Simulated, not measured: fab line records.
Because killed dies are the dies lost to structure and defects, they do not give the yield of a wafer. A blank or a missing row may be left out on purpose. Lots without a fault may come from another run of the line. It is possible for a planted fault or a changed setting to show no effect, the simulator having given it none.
What tool caused it? -- flow sky130 -- Sampling: 14 lots, 42 wafers, 2 of 708 route steps

WHAT THE GAUGES SHOWED, per wafer
SKY_LDD_HVP_TW_MEAS_10. Usual: LDD_HVP_TW 457, standard deviation 5.3.
lot,measured,on,LDD_HVP_TW,flag
L989,day 21 10:52,filmMetro-03,458 455 455,
L990,day 21 21:09,filmMetro-04,463 463 464,
L992,day 22 15:59,filmMetro-04,460 460 459,
L994,day 24 08:58,filmMetro-04,462 462 461,
L995,day 25 00:27,filmMetro-03,455 458 456,
L996,day 25 02:55,filmMetro-04,458 460 462,
L997,day 25 06:51,filmMetro-04,459 460 460,
L998,day 25 23:40,filmMetro-03,456 459 459,
L100,day 25 23:58,filmMetro-01,449 450 452,
L999,day 26 01:26,filmMetro-04,465 463 464,
L101,day 26 04:31,filmMetro-01,451 452 450,
L102,day 26 11:46,filmMetro-03,456 455 454,
L111,day 29 08:13,filmMetro-03,442 441 439,OFF
L112,day 29 19:12,filmMetro-01,434 437 437,OFF

EACH LOT AND THE TOOL THAT RAN IT (in order: tool; ch and the chambers of the sampled wafers; start)
lot,SKY_LDD_HVP_IMPLANT_08
L989,"implanter-04 ch 0, day 21 10:38"
L990,"implanter-04 ch 0, day 21 20:54"
L992,"implanter-01 ch 0, day 22 15:44"
L994,"implanter-01 ch 0, day 24 08:45"
L995,"implanter-01 ch 0, day 25 00:12"
L996,"implanter-04 ch 0, day 25 02:40"
L997,"implanter-02 ch 0, day 25 06:36"
L998,"implanter-04 ch 0, day 25 23:26"
L100,"implanter-04 ch 0, day 25 23:44"
L999,"implanter-01 ch 0, day 26 01:11"
L101,"implanter-04 ch 0, day 26 04:17"
L102,"implanter-04 ch 0, day 26 11:32"
L111,"implanter-01 ch 0, day 29 07:58"
L112,"implanter-01 ch 0, day 29 18:57"
- SKY_LDD_HVP_IMPLANT_08

WHAT THE TOOLS THEMSELVES READ (means of the sampled wafers that have a number; where no wafer has one, the mark that the record gives instead)
SKY_LDD_HVP_IMPLANT_08. Usual: doseIonsCm2 1.6996e+13, standard deviation 2.2e+10; faradayCurrentUA 95.9, standard deviation 1.8; tiltDeg 17.900 degrees, standard deviation 0.018.
lot,tool,doseIonsCm2,faradayCurrentUA,tiltDeg (degrees),flag
L989,implanter-04,1.7023e+13,94.9,17.893,
L990,implanter-04,1.6992e+13,97.7,17.908,
L992,implanter-01,1.6994e+13,96.7,17.893,
L994,implanter-01,1.7012e+13,96.8,17.906,
L995,implanter-01,1.6998e+13,96.7,17.900,
L996,implanter-04,1.6982e+13,96.6,17.890,
L997,implanter-02,1.6992e+13,95.7,17.895,
L998,implanter-04,1.7001e+13,97.2,17.868,
L100,implanter-04,1.6982e+13,96.1,17.916,
L999,implanter-01,1.6984e+13,97.7,17.906,
L101,implanter-04,1.6978e+13,95.0,17.888,
L102,implanter-04,1.7006e+13,96.0,17.899,
L111,implanter-01,1.5205e+13,85.2,17.902,OFF
L112,implanter-01,1.5173e+13,85.3,17.900,OFF

THE ANSWER, worked out from the rows above alone
Rule: take the mean of a lot's wafers that have a number; if it is more than 3 standard deviations from the usual mean, the lot is off. A lot without any number at a reading at which 4 lots or more have one is off too. The other lots that the step has rows for count as sound. After the gauges, taken in route order, come the tools' own readings; for these a lot's mean is taken, as printed above. The first step at which some lot is off is used, and at that step the reading that is off furthest; a lot without a number counts as furthest.
Off: at SKY_LDD_HVP_TW_MEAS_10 (LDD_HVP_TW), L111, L112.
If a tool, at a process step before that reading, ran all the lots that are off and no sound lot after the first of them, it fits. Not tried: the gauges at SKY_LDD_HVP_TW_MEAS_10; whatever is off there is also off at SKY_LDD_HVP_IMPLANT_08, on other tools, and gauge error can't account for it. One candidate fits, namely implanter-01 at SKY_LDD_HVP_IMPLANT_08. Its last sound lot is L999 (day 26 01:11), its first lot that is off L111 (day 29 07:58): a fault that began between those two fits.
The tool's own readings at SKY_LDD_HVP_IMPLANT_08 bear it out: on the lots that are off they differ by more than 5 times the standard deviation of the sound lots' means. doseIonsCm2 reads 1.5189e+13 there against 1.6995e+13 on the sound lots; faradayCurrentUA reads 85.2 there against 96.4 on the sound lots.

WHAT THE SIMULATOR HAD INSERTED
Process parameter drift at SKY_LDD_HVP_IMPLANT_08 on implanter-01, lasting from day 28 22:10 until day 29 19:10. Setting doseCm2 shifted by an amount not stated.
Shown lots that were struck: L111, L112. The same result came from the rule above.
